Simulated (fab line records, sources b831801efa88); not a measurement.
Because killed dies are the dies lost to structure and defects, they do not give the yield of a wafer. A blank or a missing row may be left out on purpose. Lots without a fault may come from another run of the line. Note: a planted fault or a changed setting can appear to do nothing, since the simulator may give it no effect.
Which of the tools did it? :: flow gf180mcu :: 42 wafers from 14 lots sampled at 6 of the route's 602 steps

## WHAT EACH GAUGE READ, for each wafer
GF_NWELL_OVL_MEAS_07. Usual: NWELL_OVL gives 0.1 nm (standard deviation 1.7).
lot: L947
measured: day 3 07:08
on: overlay-02
NWELL_OVL (nm): -2.4 -2.9 -2.4
flag: 

lot: L949
measured: day 3 20:29
on: overlay-02
NWELL_OVL (nm): -1.0 -0.8 -1.0
flag: 

lot: L950
measured: day 4 00:38
on: overlay-02
NWELL_OVL (nm): 0.3 -0.8 -0.2
flag: 

lot: L951
measured: day 4 07:13
on: overlay-02
NWELL_OVL (nm): -1.5 -0.6 -1.1
flag: 

lot: L952
measured: day 4 13:04
on: overlay-01
NWELL_OVL (nm): 1.8 0.1 1.7
flag: 

lot: L954
measured: day 5 01:17
on: overlay-01
NWELL_OVL (nm): -0.1 1.1 -0.5
flag: 

lot: L955
measured: day 5 06:04
on: overlay-01
NWELL_OVL (nm): 1.7 1.7 0.6
flag: 

lot: L956
measured: day 5 12:58
on: overlay-02
NWELL_OVL (nm): -0.7 2.8 1.0
flag: 

lot: L957
measured: day 5 16:29
on: overlay-02
NWELL_OVL (nm): -0.8 0.8 -0.8
flag: 

lot: L958
measured: day 5 21:31
on: overlay-01
NWELL_OVL (nm): -1.0 -1.2 -0.3
flag: 

lot: L960
measured: day 6 09:13
on: overlay-02
NWELL_OVL (nm): -2.1 -2.8 -1.5
flag: 

lot: L961
measured: day 6 13:55
on: overlay-01
NWELL_OVL (nm): - - -
flag: OFF

lot: L962
measured: day 6 20:14
on: overlay-02
NWELL_OVL (nm): - - -
flag: OFF

lot: L969
measured: day 8 06:58
on: overlay-01
NWELL_OVL (nm): 2.8 1.3 1.8
flag: 

GF_NWELL_TW_MEAS_11. Usual: NWELL_TW gives 1566 (standard deviation 8.1).
lot: L947
measured: day 3 07:34
on: film_metro-01
NWELL_TW: 1574 1571 1579
flag: 

lot: L949
measured: day 3 20:55
on: film_metro-03
NWELL_TW: 1570 1576 1570
flag: 

lot: L950
measured: day 4 01:05
on: film_metro-01
NWELL_TW: 1579 1563 1570
flag: 

lot: L951
measured: day 4 07:40
on: film_metro-01
NWELL_TW: 1579 1571 1581
flag: 

lot: L952
measured: day 4 13:29
on: film_metro-02
NWELL_TW: 1559 1563 1555
flag: 

lot: L954
measured: day 5 01:43
on: film_metro-01
NWELL_TW: 1584 1581 1578
flag: 

lot: L955
measured: day 5 06:31
on: film_metro-03
NWELL_TW: 1564 1560 1561
flag: 

lot: L956
measured: day 5 13:23
on: film_metro-03
NWELL_TW: 1551 1558 1561
flag: 

lot: L957
measured: day 5 17:01
on: film_metro-03
NWELL_TW: 1568 1571 1560
flag: 

lot: L958
measured: day 5 21:58
on: film_metro-02
NWELL_TW: 1552 1559 1556
flag: 

lot: L960
measured: day 6 09:40
on: film_metro-01
NWELL_TW: 1566 1565 1574
flag: 

lot: L961
measured: day 6 14:22
on: film_metro-01
NWELL_TW: 30 30 30 30 30 30
flag: OFF

lot: L962
measured: day 6 20:40
on: film_metro-01
NWELL_TW: 30 30 30 30 30 30
flag: OFF

lot: L969
measured: day 8 07:25
on: film_metro-03
NWELL_TW: 1563 1565 1559
flag: 

GF_LVPWELL_OVL_MEAS_07. Usual: LVPWELL_OVL gives 0.1 nm (standard deviation 1.4).
lot: L947
measured: day 3 21:05
on: overlay-01
LVPWELL_OVL (nm): 0.4 -0.4 -0.2
flag: 

lot: L949
measured: day 4 09:58
on: overlay-01
LVPWELL_OVL (nm): -1.7 -1.2 0.1
flag: 

lot: L950
measured: day 4 14:22
on: overlay-01
LVPWELL_OVL (nm): 2.7 1.6 1.5
flag: 

lot: L951
measured: day 4 21:13
on: overlay-02
LVPWELL_OVL (nm): -1.4 -1.5 -1.2
flag: 

lot: L952
measured: day 5 03:28
on: overlay-01
LVPWELL_OVL (nm): 1.6 1.0 2.7
flag: 

lot: L954
measured: day 5 16:16
on: overlay-01
LVPWELL_OVL (nm): -0.5 2.8 -0.9
flag: 

lot: L955
measured: day 5 21:10
on: overlay-01
LVPWELL_OVL (nm): -0.8 -1.7 -1.7
flag: 

lot: L956
measured: day 6 04:13
on: overlay-02
LVPWELL_OVL (nm): 1.2 0.9 0.6
flag: 

lot: L957
measured: day 6 08:13
on: overlay-01
LVPWELL_OVL (nm): -0.9 -0.4 0.6
flag: 

lot: L958
measured: day 6 12:31
on: overlay-01
LVPWELL_OVL (nm): 1.6 0.2 1.4
flag: 

lot: L960
measured: day 7 00:47
on: overlay-01
LVPWELL_OVL (nm): 0.7 -1.1 -0.1
flag: 

lot: L969
measured: day 9 00:07
on: overlay-01
LVPWELL_OVL (nm): -0.7 0.1 -0.2
flag: 

GF_VT_IMPLANT_TW_MEAS_21. Usual: VT_IMPLANT_2_TW gives 1211 (standard deviation 6.4).
lot: L947
measured: day 6 07:58
on: film_metro-03
VT_IMPLANT_2_TW: 1207 1199 1204
flag: 

lot: L949
measured: day 6 23:22
on: film_metro-04
VT_IMPLANT_2_TW: 1201 1209 1206
flag: 

lot: L950
measured: day 7 02:59
on: film_metro-01
VT_IMPLANT_2_TW: 1207 1206 1207
flag: 

lot: L951
measured: day 7 10:19
on: film_metro-01
VT_IMPLANT_2_TW: 1213 1204 1209
flag: 

lot: L952
measured: day 7 17:13
on: film_metro-04
VT_IMPLANT_2_TW: 1221 1208 1207
flag: 

lot: L954
measured: day 8 08:17
on: film_metro-04
VT_IMPLANT_2_TW: 1213 1215 1215
flag: 

lot: L955
measured: day 8 13:17
on: film_metro-01
VT_IMPLANT_2_TW: 1220 1222 1214
flag: 

lot: L956
measured: day 8 21:40
on: film_metro-01
VT_IMPLANT_2_TW: 1225 1218 1211
flag: 

lot: L957
measured: day 9 02:45
on: film_metro-01
VT_IMPLANT_2_TW: 1223 1215 1220
flag: 

lot: L958
measured: day 9 06:37
on: film_metro-01
VT_IMPLANT_2_TW: 1215 1213 1216
flag: 

lot: L960
measured: day 9 23:50
on: film_metro-04
VT_IMPLANT_2_TW: 1211 1206 1206
flag: 

lot: L969
measured: day 12 02:04
on: film_metro-03
VT_IMPLANT_2_TW: 1202 1201 1203
flag: 

GF_VT_IMPLANT_OVL_MEAS_40. Usual: VT_IMPLANT_03_OVL gives 0.4 nm (standard deviation 1.4).
lot: L947
measured: day 7 15:52
on: overlay-02
VT_IMPLANT_03_OVL (nm): -1.0 0.0 -3.5
flag: 

lot: L949
measured: day 8 07:16
on: overlay-02
VT_IMPLANT_03_OVL (nm): -0.7 0.5 1.4
flag: 

lot: L950
measured: day 8 11:07
on: overlay-01
VT_IMPLANT_03_OVL (nm): -2.2 -0.2 -3.3
flag: 

lot: L951
measured: day 8 19:31
on: overlay-01
VT_IMPLANT_03_OVL (nm): 0.2 1.0 -0.2
flag: 

lot: L952
measured: day 9 03:25
on: overlay-01
VT_IMPLANT_03_OVL (nm): 1.3 3.1 3.4
flag: 

lot: L954
measured: day 10 00:10
on: overlay-01
VT_IMPLANT_03_OVL (nm): 3.2 2.6 3.1
flag: 

lot: L955
measured: day 10 00:28
on: overlay-01
VT_IMPLANT_03_OVL (nm): 0.5 0.4 -2.1
flag: 

lot: L956
measured: day 10 06:19
on: overlay-02
VT_IMPLANT_03_OVL (nm): 1.6 -0.1 0.4
flag: 

lot: L957
measured: day 10 17:02
on: overlay-02
VT_IMPLANT_03_OVL (nm): 1.1 -1.4 -0.2
flag: 

lot: L958
measured: day 10 17:49
on: overlay-01
VT_IMPLANT_03_OVL (nm): -1.2 -0.4 1.4
flag: 

lot: L960
measured: day 11 12:11
on: overlay-01
VT_IMPLANT_03_OVL (nm): 0.9 0.9 1.4
flag: 

lot: L969
measured: day 13 17:46
on: overlay-02
VT_IMPLANT_03_OVL (nm): 0.3 -2.2 1.7
flag: 

## TOOL THAT RAN EACH LOT (tool first, then ch and the chambers of the sampled wafers, then the start)
lot: L947
GF_NWELL_DEVELOP_06: litho_track-01 ch 0, day 3 06:00

lot: L949
GF_NWELL_DEVELOP_06: litho_track-03 ch 0, day 3 20:00

lot: L950
GF_NWELL_DEVELOP_06: litho_track-01 ch 0, day 4 00:00

lot: L951
GF_NWELL_DEVELOP_06: litho_track-01 ch 0, day 4 07:00

lot: L952
GF_NWELL_DEVELOP_06: litho_track-04 ch 0, day 4 12:00

lot: L954
GF_NWELL_DEVELOP_06: litho_track-03 ch 0, day 5 01:00

lot: L955
GF_NWELL_DEVELOP_06: litho_track-01 ch 0, day 5 05:00

lot: L956
GF_NWELL_DEVELOP_06: litho_track-04 ch 0, day 5 12:00

lot: L957
GF_NWELL_DEVELOP_06: litho_track-01 ch 0, day 5 16:00

lot: L958
GF_NWELL_DEVELOP_06: litho_track-04 ch 0, day 5 21:00

lot: L960
GF_NWELL_DEVELOP_06: litho_track-04 ch 0, day 6 09:00

lot: L961
GF_NWELL_DEVELOP_06: litho_track-01 ch 0, day 6 13:00

lot: L962
GF_NWELL_DEVELOP_06: litho_track-01 ch 0, day 6 20:00

lot: L969
GF_NWELL_DEVELOP_06: litho_track-03 ch 0, day 8 06:00
- GF_NWELL_DEVELOP_06: develop time 60 s.

## WHAT THE TOOLS THEMSELVES READ (means of the sampled wafers that have a number; where no wafer has one, the mark that the record gives instead)
The record holds no such reading with a usual standard deviation.

## THE ANSWER, worked out from the rows above alone
Rule: a lot is off if the mean of its wafers that have a number lies more than 3 standard deviations from the usual mean. Also off: a lot with no number at a reading for which 4 or more lots have one. The other lots that the step has rows for count as sound. Order of review: gauges by route order, followed by the tools' own readings, for which a lot's mean as printed above is used. The first step at which some lot is off is used, and at that step the reading that is off furthest; a lot without a number counts as furthest.
Off: L961, L962, seen at GF_NWELL_OVL_MEAS_07 (NWELL_OVL). Without a number there: L961, L962.
If a tool, at a process step before that reading, ran all the lots that are off and no sound lot after the first of them, it fits. The gauges at GF_NWELL_OVL_MEAS_07 aren't tried: what is off there is off at GF_NWELL_TW_MEAS_11 too, on other tools, and a gauge's error can't cause that. One fits: litho_track-01 at GF_NWELL_DEVELOP_06. A fault onset in the window from L957 (day 5 16:00, its last sound lot) to L961 (day 6 13:00, its first lot off) fits.

## WHAT THE SIMULATOR HAD PUT IN
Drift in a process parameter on litho_track-01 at GF_NWELL_DEVELOP_06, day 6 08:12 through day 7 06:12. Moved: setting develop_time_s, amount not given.
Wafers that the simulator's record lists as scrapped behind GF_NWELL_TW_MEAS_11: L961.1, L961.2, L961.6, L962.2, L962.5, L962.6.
Lots struck among those shown: L961, L962. The same result came from the rule above.
